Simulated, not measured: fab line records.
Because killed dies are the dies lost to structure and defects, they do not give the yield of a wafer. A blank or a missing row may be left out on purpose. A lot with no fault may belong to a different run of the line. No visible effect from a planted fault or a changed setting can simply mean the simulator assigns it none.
Shared-tool check / flow sky130 / 45 wafers sampled across 15 lots

## REASON FOR OPENING
SKY_RES_XHIGH_TW_MEAS_09, reading RES_XHIGH_TW: flagged on 3 of 15 lots. Fault-free wafers read 1635, with a standard deviation of 12.
Rule: flag the lot when none of its wafers has a number, or when each of its wafers that has one lies beyond 4 standard deviations from that mean. The other lots count as sound.

lot=L546; measured=day 26 11:21; on=film-metro-03; RES_XHIGH_TW, wafer by wafer=1661 1655 1647; flag=
lot=L547; measured=day 27 01:06; on=film-metro-02; RES_XHIGH_TW, wafer by wafer=1623 1633 1629; flag=
lot=L548; measured=day 27 07:53; on=film-metro-02; RES_XHIGH_TW, wafer by wafer=1631 1635 1634; flag=
lot=L549; measured=day 27 15:56; on=film-metro-03; RES_XHIGH_TW, wafer by wafer=1648 1657 1653; flag=
lot=L550; measured=day 28 05:47; on=film-metro-02; RES_XHIGH_TW, wafer by wafer=1619 1627 1632; flag=
lot=L554; measured=day 29 13:25; on=film-metro-02; RES_XHIGH_TW, wafer by wafer=30 30 30; flag=FLAGGED
lot=L555; measured=day 29 18:40; on=film-metro-03; RES_XHIGH_TW, wafer by wafer=30 30 30; flag=FLAGGED
lot=L556; measured=day 30 13:26; on=film-metro-04; RES_XHIGH_TW, wafer by wafer=30 30 30; flag=FLAGGED
lot=L560; measured=day 31 07:58; on=film-metro-03; RES_XHIGH_TW, wafer by wafer=1623 1637 1625; flag=
lot=L561; measured=day 31 21:28; on=film-metro-04; RES_XHIGH_TW, wafer by wafer=1625 1623 1637; flag=
lot=L562; measured=day 32 02:47; on=film-metro-04; RES_XHIGH_TW, wafer by wafer=1614 1619 1621; flag=
lot=L563; measured=day 32 20:12; on=film-metro-04; RES_XHIGH_TW, wafer by wafer=1614 1625 1616; flag=
lot=L565; measured=day 33 05:50; on=film-metro-02; RES_XHIGH_TW, wafer by wafer=1630 1627 1638; flag=
lot=L567; measured=day 33 11:47; on=film-metro-04; RES_XHIGH_TW, wafer by wafer=1629 1626 1638; flag=
lot=L569; measured=day 33 22:41; on=film-metro-02; RES_XHIGH_TW, wafer by wafer=1632 1635 1635; flag=
Flagged lots average 30: -1605 relative to the usual, that is -99 or more standard deviations.

## LOT BY LOT: THE TOOL USED
The record holds 1 process step before the reading, out of a route of 708 steps. Every cell lists first the tool, next ch and the chambers used by the sampled wafers, and last the start.
lot=L546; flag=; SKY_RES_XHIGH_EXPOSE_04=iline-stepper-01 ch 0, day 25 21:47
lot=L547; flag=; SKY_RES_XHIGH_EXPOSE_04=iline-stepper-01 ch 0, day 26 10:10
lot=L548; flag=; SKY_RES_XHIGH_EXPOSE_04=iline-stepper-01 ch 0, day 26 17:13
lot=L549; flag=; SKY_RES_XHIGH_EXPOSE_04=iline-stepper-01 ch 0, day 27 01:26
lot=L550; flag=; SKY_RES_XHIGH_EXPOSE_04=iline-stepper-01 ch 0, day 27 15:05
lot=L554; flag=FLAGGED; SKY_RES_XHIGH_EXPOSE_04=iline-stepper-02, day 28 23:06
lot=L555; flag=FLAGGED; SKY_RES_XHIGH_EXPOSE_04=iline-stepper-02, day 29 04:53
lot=L556; flag=FLAGGED; SKY_RES_XHIGH_EXPOSE_04=iline-stepper-01, day 29 23:05
lot=L560; flag=; SKY_RES_XHIGH_EXPOSE_04=iline-stepper-02 ch 0, day 30 18:29
lot=L561; flag=; SKY_RES_XHIGH_EXPOSE_04=iline-stepper-01 ch 0, day 31 07:54
lot=L562; flag=; SKY_RES_XHIGH_EXPOSE_04=iline-stepper-01 ch 0, day 31 12:57
lot=L563; flag=; SKY_RES_XHIGH_EXPOSE_04=iline-stepper-01 ch 0, day 32 06:54
lot=L565; flag=; SKY_RES_XHIGH_EXPOSE_04=iline-stepper-01 ch 0, day 32 13:14
lot=L567; flag=; SKY_RES_XHIGH_EXPOSE_04=iline-stepper-01 ch 0, day 32 22:54
lot=L569; flag=; SKY_RES_XHIGH_EXPOSE_04=iline-stepper-02 ch 0, day 33 10:49
These steps, and what they do:
- SKY_RES_XHIGH_EXPOSE_04: exposes mask URPM, target cd 1270 nm.
- SKY_RES_XHIGH_TW_MEAS_09

## FLAGGED AGAINST TOTAL, ONE TOOL AT A TIME (gauges that did the reading follow at the end)
step=SKY_RES_XHIGH_EXPOSE_04; tool=iline-stepper-01; lots run=11; flagged=1; share of the flagged lots=some; sound lots run after its first flagged lot=5 (L561,L562,L563,L565,L567)
step=SKY_RES_XHIGH_EXPOSE_04; tool=iline-stepper-02; lots run=4; flagged=2; share of the flagged lots=some; sound lots run after its first flagged lot=2 (L560,L569)
step=SKY_RES_XHIGH_TW_MEAS_09; tool=film-metro-02; lots run=6; flagged=1; share of the flagged lots=some; sound lots run after its first flagged lot=2 (L565,L569)
step=SKY_RES_XHIGH_TW_MEAS_09; tool=film-metro-03; lots run=4; flagged=1; share of the flagged lots=some; sound lots run after its first flagged lot=1 (L560)
step=SKY_RES_XHIGH_TW_MEAS_09; tool=film-metro-04; lots run=5; flagged=1; share of the flagged lots=some; sound lots run after its first flagged lot=4 (L561,L562,L563,L567)

## WHAT THE TABLE PERMITS
No row of the table ran every flagged lot.

## WHAT WAS PUT IN BY THE SIMULATOR
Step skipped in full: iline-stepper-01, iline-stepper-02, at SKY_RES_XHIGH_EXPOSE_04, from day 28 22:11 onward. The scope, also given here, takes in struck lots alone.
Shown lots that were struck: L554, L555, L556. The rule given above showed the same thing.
